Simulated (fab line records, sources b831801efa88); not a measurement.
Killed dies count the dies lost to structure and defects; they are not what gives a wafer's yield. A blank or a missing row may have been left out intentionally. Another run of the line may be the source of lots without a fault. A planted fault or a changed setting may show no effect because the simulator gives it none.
A lot that was struck, set against a sound lot | flow gf180mcu | 27 steps out of a route of 602
Sound: wafers L323.1, L323.2, L323.4. Wafers struck: L316.4, L316.5, L316.6. At the end, the cause is stated.
Each step with rows lists, per side, the tool, then ch with its chambers, then its first start. Under that, the readings that differ: sound wafers | struck wafers | difference of the means | sigmas: that difference in standard deviations of wafers without a fault.
alike: same words and numbers on both sides, and readings whose means sit less than 2 such deviations apart. not compared: any withheld reading, any reading some wafer has no value for, any bound like >300 that may hide the same value, and any number with overlapping values for which the record gives no deviation.
Wherever a step has rows on one side only, a row that says differs or no value, or a row with sigmas, the two part there. Non-overlapping numbers with no deviation appear without sigmas and do not part them. A reading missing from all wafers of one side parts the sides only when that side holds two or more wafers.

first, 8 steps without rows for these wafers: GF_M1_PEB_12 (peb time 90 s); GF_M1_DEVELOP_13 (develop time 60 s); GF_M1_METAL_ETCH_16 (etches the open film in Cl2/BCl3, stops on SiO2, target depth 750.8 nm, time 125.1 s); GF_M1_STRIP_17 (strips in O2/N2); GF_M1_STRIP_18 (strips in post etch residue remover, time 1200 s); GF_M1_CLEAN_19 (cleans in DIW); GF_V1_CVD_00 (deposits SiO2, target thk 600 nm, time 100 s); GF_V1_CVD_02 (deposits SiO2 from TEOS, target thk 850 nm, time 92.91 s).
GF_V1_CMP_04: polishes SiO2.
  sound on cmp-01 ch 0,1,2, day 24 07:29; struck on cmp-02 ch 0,3, day 21 20:30
  no value came back on the struck wafers for any of 5 readings (edge zone pressure frac, head pressure psi (psi) and others); on the sound wafers edge zone pressure frac reads 1.010 0.999 1.006
  reading                             | sound             | struck          | difference | sigmas
  model.SiO2_of_V1_CVD_02.thk nm (nm) | 630.4 630.3 631.9 | 826.1 832 842.3 | +202.6     |
then, 9 steps without rows for these wafers: GF_V1_DEHYDRATE_06 (time 60 s); GF_V1_HMDS_07 (prime time 60 s); GF_V1_COAT_08; GF_V1_COAT_09 (resist thk 1000 nm); GF_V1_SOFTBAKE_10 (time 60 s); GF_V1_EXPOSE_11 (exposes mask Via1, target cd 260 nm); GF_V1_PEB_12 (peb time 90 s); GF_V1_DEVELOP_13 (develop time 60 s); GF_V1_ETCH_16 (etches BARC in N2/H2).
GF_V1_ETCH_17: etches SiO2 in C4F8/O2/Ar, stops on TiN, target depth 630 nm.
  sound: rie diel-01 ch 0,2,3; struck: rie diel-03 ch 0,1
  reading                        | sound             | struck            | difference | sigmas
  oes product au (a.u.)          | 0.847 0.857 0.854 | 1.593 1.606 1.605 | +0.749     | +99 or more
  model.V1.feature depth nm (nm) | 630.4 630.3 631.9 | 806.7 811.3 803   | +176.1     |
  model.etch.depth nm (nm)       | 630.4 630.3 631.9 | 806.7 811.3 803   | +176.1     |
then, 6 steps without rows for these wafers: GF_V1_STRIP_18 (strips in O2/N2); GF_V1_STRIP_19 (strips in post etch residue remover, time 1200 s); GF_V1_CLEAN_20 (cleans in DIW); GF_V1_SPUTTER_21 (material Ti, target thk 15 nm, time 80.02 s); GF_V1_SPUTTER_22 (material TiN, target thk 10 nm, time 40 s); GF_V1_CVD_23 (deposits W, target thk 350 nm, time 105.05 s).
GF_V1_CMP_26: polishes, stops on SiO2, t overpolish 15 s, target thk 0 nm.
  sound on cmp-02 ch 0,1,3, day 25 07:43; struck on cmp-02 ch 0,1,3, day 22 22:19
  reading                             | sound             | struck            | difference | sigmas
  model.SiO2_of_V1_CVD_02.thk nm (nm) | 626.6 626.5 628.1 | 822.3 828.3 838.5 | +202.6     |
  alike: edge zone pressure frac, head pressure psi, motor current A, retaining ring pressure frac
-- the record jumps here: 10 days lie between the struck wafers' starts before and after (it left off in module V1 and takes up again in module PASSIVATION, whose first step shown is number 602 of the route) --
GF_PASSIVATION_PROBE_99:
  only the struck wafers here have rows in the record (prober-02, day 32 16:52); the sound ones have none

== WHERE THEY PART ==
Last at GF_PASSIVATION_PROBE_99 as far as this record goes, first at GF_V1_CMP_04.

WHY: whatever the simulator had introduced
Whole step skipped at GF_V1_CMP_04 on cmp-02, starting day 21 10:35. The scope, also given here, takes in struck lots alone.
